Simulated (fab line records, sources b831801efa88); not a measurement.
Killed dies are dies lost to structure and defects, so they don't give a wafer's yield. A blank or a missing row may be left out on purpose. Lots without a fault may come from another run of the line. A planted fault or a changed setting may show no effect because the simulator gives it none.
Which tool did it? | flow gf180mcu | 14 lots, 42 wafers sampled, at 4 steps of a route of 602

WHAT THE GAUGES READ, wafer by wafer
GF_PSD_OVL_MEAS_08. Usual: PSD_OVL 0.0 nm, standard deviation 1.5.
lot  | measured     | on         | PSD_OVL (nm)   | flag
L322 | day 15 02:47 | overlay-01 | 0.5 0.2 -0.3   |
L323 | day 15 12:53 | overlay-02 | -1.3 0.2 -0.7  |
L324 | day 15 18:47 | overlay-02 | -0.2 0.9 -0.9  |
L325 | day 16 06:14 | overlay-01 | -0.5 -2.0 0.6  |
L327 | day 16 19:02 | overlay-02 | 3.2 1.3 0.9    |
L328 | day 17 00:41 | overlay-02 | 1.9 1.3 0.7    |
L329 | day 17 13:41 | overlay-02 | -1.6 -1.8 -1.6 |
L330 | day 17 19:26 | overlay-02 | -0.9 -1.5 -1.8 |
L334 | day 19 05:59 | overlay-01 | -0.2 -0.3 -0.4 |
L335 | day 19 18:20 | overlay-02 | -0.2 -0.9 -1.3 |
L336 | day 19 21:42 | overlay-02 | 0.1 1.1 0.8    |
L338 | day 20 13:29 | overlay-01 | 0.4 -2.1 0.4   |
L341 | day 21 15:24 | overlay-02 | 3.2 3.3 3.1    |
L342 | day 22 02:17 | overlay-02 | -2.9 1.1 -3.0  |

GF_CONTACT_RS_MEAS_25: measures by four-point-probe. Usual: CONTACT_W_RS 0.380 ohm/sq, standard deviation 0.0058.
lot  | measured     | on            | CONTACT_W_RS (ohm/sq) | flag
L322 | day 17 02:14 | film_metro-04 | 0.381 0.369 0.381     |
L323 | day 17 12:18 | film_metro-03 | 0.380 0.387 0.380     |
L324 | day 17 17:41 | film_metro-04 | 0.384 0.381 0.373     |
L325 | day 18 07:08 | film_metro-03 | 0.382 0.379 0.380     |
L327 | day 18 20:00 | film_metro-03 | 0.378 0.379 0.378     |
L328 | day 19 02:35 | film_metro-03 | 0.382 0.374 0.388     |
L329 | day 19 15:09 | film_metro-04 | 0.380 0.383 0.380     |
L330 | day 19 22:28 | film_metro-04 | 0.381 0.377 0.380     |
L334 | day 21 10:30 | film_metro-01 | 0.375 0.390 0.388     |
L335 | day 21 20:43 | film_metro-01 | 0.371 0.383 0.386     |
L336 | day 22 00:46 | film_metro-03 | 0.384 0.385 0.376     |
L338 | day 22 15:41 | film_metro-01 | 0.373 0.374 0.384     |
L341 | day 23 16:44 | film_metro-01 | 0.371 0.381 0.371     |
L342 | day 24 03:23 | film_metro-01 | 0.384 0.382 0.386     |

WHICH TOOL RAN EACH LOT (tool, then ch and the chambers of the sampled wafers, then the start)
lot  | GF_STI_WET_ETCH_26             | GF_SAB_STRIP_13
L322 | wet_bench-01 ch 0, day 2 16:43 | plasma_asher-02 ch 0,1, day 16 01:30
L323 | wet_bench-03 ch 2, day 2 19:19 | plasma_asher-01 ch 0,1, day 16 11:49
L324 | wet_bench-01 ch 3, day 3 02:02 | plasma_asher-03 ch 0,1, day 16 18:01
L325 | wet_bench-01 ch 0, day 3 08:13 | plasma_asher-01 ch 1, day 17 04:46
L327 | wet_bench-01 ch 1, day 3 16:12 | plasma_asher-03 ch 0,1, day 17 18:23
L328 | wet_bench-01 ch 1, day 3 20:50 | plasma_asher-02 ch 0,1, day 18 00:52
L329 | wet_bench-03 ch 3, day 4 03:17 | plasma_asher-01 ch 1, day 18 13:31
L330 | wet_bench-01 ch 1, day 4 07:34 | plasma_asher-01 ch 0,1, day 18 20:19
L334 | wet_bench-04 ch 2, day 5 04:04 | plasma_asher-02 ch 0,1, day 20 07:40
L335 | wet_bench-04 ch 3, day 5 08:08 | plasma_asher-03 ch 0,1, day 20 18:59
L336 | wet_bench-03 ch 2, day 5 14:28 | plasma_asher-03 ch 0,1, day 20 23:13
L338 | wet_bench-03 ch 0, day 6 00:19 | plasma_asher-02 ch 0,1, day 21 14:37
L341 | wet_bench-04 ch 0, day 6 15:31 | plasma_asher-02 ch 0,1, day 22 16:01
L342 | wet_bench-04 ch 0, day 6 22:18 | plasma_asher-03 ch 0,1, day 23 02:17
- GF_STI_WET_ETCH_26: etches SiO2 in dHF, target depth 94 nm, time 188 s.
- GF_SAB_STRIP_13: strips in O2/N2.

WHAT THE TOOLS THEMSELVES READ (means of the sampled wafers that have a number; where no wafer has one, the mark that the record gives instead)
GF_STI_WET_ETCH_26. Usual: run_length_s 216 s, standard deviation 3.7.
lot  | tool         | run_length_s (s) | flag
L322 | wet_bench-01 | 214              |
L323 | wet_bench-03 | 215              |
L324 | wet_bench-01 | 221              |
L325 | wet_bench-01 | 74               | OFF
L327 | wet_bench-01 | 74               | OFF
L328 | wet_bench-01 | 66               | OFF
L329 | wet_bench-03 | 213              |
L330 | wet_bench-01 | 66               | OFF
L334 | wet_bench-04 | 215              |
L335 | wet_bench-04 | 214              |
L336 | wet_bench-03 | 215              |
L338 | wet_bench-03 | 212              |
L341 | wet_bench-04 | 213              |
L342 | wet_bench-04 | 214              |

GF_SAB_STRIP_13. Usual: drypump_motor_current_A 5.9 A, standard deviation 0.42; heater_power_w 345 W, standard deviation 32; oes_product_au 0.709 a.u., standard deviation 0.0046; strip_time_to_endpoint_s 12.60 s, standard deviation 0.035.
lot  | tool            | drypump_motor_current_A (A) | heater_power_w (W) | oes_product_au (a.u.) | strip_time_to_endpoint_s (s) | flag
L322 | plasma_asher-02 | 5.9                         | 384                | 0.710                 | 12.61                        |
L323 | plasma_asher-01 | 5.9                         | 324                | 0.706                 | 12.67                        |
L324 | plasma_asher-03 | 6.2                         | 307                | 0.715                 | 12.58                        |
L325 | plasma_asher-01 | 6.3                         | 317                | 0.701                 | 12.65                        |
L327 | plasma_asher-03 | 6.2                         | 304                | 0.707                 | 12.58                        |
L328 | plasma_asher-02 | 5.8                         | 392                | 0.707                 | 12.59                        |
L329 | plasma_asher-01 | 6.3                         | 316                | 0.712                 | 12.63                        |
L330 | plasma_asher-01 | 5.9                         | 321                | 0.707                 | 12.61                        |
L334 | plasma_asher-02 | 5.9                         | 385                | 0.712                 | 12.60                        |
L335 | plasma_asher-03 | 5.9                         | 325                | 0.706                 | 12.62                        |
L336 | plasma_asher-03 | 6.2                         | 321                | 0.710                 | 12.66                        |
L338 | plasma_asher-02 | 5.8                         | 386                | 0.710                 | 12.57                        |
L341 | plasma_asher-02 | 5.9                         | 384                | 0.707                 | 12.60                        |
L342 | plasma_asher-03 | 5.9                         | 328                | 0.706                 | 12.65                        |

THE ANSWER, worked out from the rows above alone
Rule: a lot is off if the mean of its wafers that have a number lies more than 3 standard deviations from the usual mean. A lot without any number at a reading at which 4 lots or more have one is off too. The other lots that the step has rows for count as sound. The gauges are gone through in route order, then the tools' own readings, and for those a lot's mean is taken as printed above. The first step at which some lot is off is used, and at that step the reading that is off furthest; a lot without a number counts as furthest.
Off: L325, L327, L328, L330, at GF_STI_WET_ETCH_26 (run_length_s).
A tool fits if, at that step or a process step before it, it ran every lot that is off, and no sound lot after the first of them. One fits: wet_bench-01 at GF_STI_WET_ETCH_26. Its last sound lot is L324 (day 3 02:02), its first lot that is off L325 (day 3 08:13): a fault that began between those two fits.
The tool's own readings at GF_STI_WET_ETCH_26 bear it out: on the lots that are off they differ by more than 5 times the standard deviation of the sound lots' means. run_length_s reads 70 s there against 215 s on the sound lots.

WHAT THE SIMULATOR HAD PUT IN
Process parameter drift: wet_bench-01, from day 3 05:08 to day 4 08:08, at GF_STI_WET_ETCH_26. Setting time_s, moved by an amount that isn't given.
Lots struck among those shown: L325, L327, L328, L330. The rule above found the same.
